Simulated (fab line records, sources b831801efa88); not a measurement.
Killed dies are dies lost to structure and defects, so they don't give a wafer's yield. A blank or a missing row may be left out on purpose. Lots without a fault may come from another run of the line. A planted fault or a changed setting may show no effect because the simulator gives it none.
A struck lot beside a sound one | flow sky130 | 31 steps out of a route of 708
Sound: wafers L337.1, L337.3, L337.6. Struck: wafers L353.1, L353.2, L353.4. The cause comes at the end.
At each step with rows: each side's tool, then ch and its chambers, then its first start. Under that, the readings that differ: sound wafers | struck wafers | difference of the means | sigmas: that difference in standard deviations of wafers without a fault.
alike: readings whose means differ by less than 2 such deviations, and words and numbers that are the same on both sides. not compared: withheld readings, readings that some wafer has no value for, bounds like >300 that may hide the same value, and numbers for which the record gives no deviation and whose values overlap.
The two part at a step that has a row with sigmas, a row that says differs or no value, or rows on one side only. Numbers that don't overlap but have no deviation are shown without sigmas and don't part them. A reading that every wafer of one side lacks parts them only if that side has two wafers or more.

first, 1 step without rows for these wafers: SKY_PWDE_IMPLANT_08.
SKY_PWDE_STRIP_09: strips in O2/N2.
  sound on plasma_asher-03 ch 0,1, day 4 12:25; struck on plasma_asher-01 ch 0,1, day 7 19:30
  alike: drypump_motor_current_A, oes_product_au, strip_time_to_endpoint_s
  not compared: rf_hours_counter_h
SKY_PWDE_TW_MEAS_10:
  sound on film_metro-04, day 4 12:31; struck on film_metro-04, day 7 19:36
  alike: PWDE_TW
then, 7 steps without rows for these wafers: SKY_NWELL_DEHYDRATE_03 (time 60 s); SKY_NWELL_HMDS_04 (prime time 60 s); SKY_NWELL_COAT_05 (resist thk 3000 nm); SKY_NWELL_SOFTBAKE_06; SKY_NWELL_EXPOSE_07 (exposes mask NWM, target cd 840 nm); SKY_NWELL_PEB_08; SKY_NWELL_DEVELOP_09 (develop time 60 s).
SKY_NWELL_OVL_MEAS_10:
  sound on overlay-02, day 5 06:12; struck on overlay-01, day 8 17:00
  alike: NWELL_00_OVL
then, 1 step without rows for these wafers: SKY_NWELL_IMPLANT_11.
SKY_NWELL_IMPLANT_12:
  sound on implanter-01 ch 0, day 5 06:23; struck on implanter-03 ch 0, day 8 17:11
  reading            | sound                            | struck                           | difference  | sigmas
  dose_ions_cm2      | 1.3011e+12 1.3003e+12 1.3012e+12 | 2.1941e+12 2.1953e+12 2.1932e+12 | +8.9333e+11 | +99 or more
  faraday_current_uA | 7.29 7.12 7.38                   | 12.70 12.47 12.35                | +5.24       | +35
then, 1 step without rows for these wafers: SKY_NWELL_IMPLANT_13.
SKY_NWELL_STRIP_14: strips in O2/N2.
  sound on plasma_asher-01 ch 0,1, day 5 06:41; struck on plasma_asher-03 ch 0,1, day 8 17:29
  alike: drypump_motor_current_A, oes_product_au, strip_time_to_endpoint_s
  not compared: rf_hours_counter_h
SKY_NWELL_TW_MEAS_15:
  sound on film_metro-04, day 5 06:47; struck on film_metro-02, day 8 17:35
  alike: NWELL_TW
then, 7 steps without rows for these wafers: SKY_NWELL_DEHYDRATE_16 (time 60 s); SKY_NWELL_HMDS_17 (prime time 60 s); SKY_NWELL_COAT_18 (resist thk 3000 nm); SKY_NWELL_SOFTBAKE_19; SKY_NWELL_EXPOSE_20 (exposes mask NWM COMPLEMENT, target cd 840 nm); SKY_NWELL_PEB_21; SKY_NWELL_DEVELOP_22 (develop time 60 s).
SKY_NWELL_OVL_MEAS_23:
  sound on overlay-02, day 5 23:22; struck on overlay-01, day 9 15:46
  alike: NWELL_01_OVL
then, 1 step without rows for these wafers: SKY_NWELL_IMPLANT_24.
SKY_NWELL_STRIP_25: strips in O2/N2.
  sound on plasma_asher-03 ch 0,1, day 5 23:33; struck on plasma_asher-01 ch 0,1, day 9 15:57
  alike: drypump_motor_current_A, oes_product_au, strip_time_to_endpoint_s
  not compared: rf_hours_counter_h
SKY_NWELL_TW_MEAS_26:
  sound on film_metro-02, day 5 23:39; struck on film_metro-02, day 9 16:03
  alike: NWELL_2_TW
then, 1 step without rows for these wafers: SKY_NWELL_CLEAN_27 (cleans in SC1/SC2, time 150 s).
SKY_NWELL_RTA_28: time 30 s.
  sound on rtp_anneal-01 ch 0, day 5 23:46; struck on rtp_anneal-01 ch 0, day 9 16:10
  alike: lamp_power_pct, wafer_temp_C_max
SKY_NWELL_RS_MEAS_29: measures by four-point-probe.
  sound on film_metro-04, day 5 23:52; struck on film_metro-04, day 9 16:37
  reading           | sound             | struck            | difference | sigmas
  NWELL_RS (ohm/sq) | 627.4 626.4 626.8 | 605.5 604.0 604.4 | -22.2      | -16
  not compared: hold
-- the record jumps here: 40 days lie between the struck wafers' starts before and after (it left off in module NWELL and takes up again in module PAD_OPEN, whose first step shown is number 708 of the route) --
SKY_PAD_OPEN_PROBE_99:
  sound on prober-02, day 46 18:43; struck on prober-01, day 50 03:08
  reading                                | sound                         | struck                        | difference | sigmas
  model.etest.pfet_g5v0d10v5.r_on_ohm_um | 4707 4850 4793                | 5159 5168 5225                | +401       |
  model.etest.nfet_16v.r_on_ohm_um       | 1.408e+04 1.407e+04 1.402e+04 | 1.351e+04 1.365e+04 1.374e+04 | -4.233e+02 |
  model.etest.tip_p.rs_ohm_sq            | 6839 6887 6890                | 7029 7105 7070                | +196       |
  model.etest.tip_p_5v.rs_ohm_sq         | 2857 2876 2869                | 3028 3025 3016                | +156       |
  model.etest.pfet_g5v0d10v5.drive_ua_um | 343.7 334.8 339.7             | 308.3 308.3 302.5             | -33.0      |
  model.etest.pfet_01v8_lvt.drive_ua_um  | 172.7 170.9 171.2             | 150.4 152.3 152.6             | -19.8      |
  alike: killed_at_M0_to_M3, killed_at_M4_up, killed_at_contacts, killed_at_front_end, killed_at_other, killed_dies, killed_open, killed_short
  not compared: model.etest.pfet_16v.r_on_ohm_um, model.etest.pfet_01v8.r_on_ohm_um

WHERE THEY PART
First at SKY_NWELL_IMPLANT_12; last, within this record, at SKY_NWELL_RS_MEAS_29. Later steps at which nothing parts them and some readings are alike: SKY_PAD_OPEN_PROBE_99.

WHY: what the simulator had put in
Process parameter drift: implanter-03, from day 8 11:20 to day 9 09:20, at SKY_NWELL_IMPLANT_12. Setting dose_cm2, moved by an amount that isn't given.
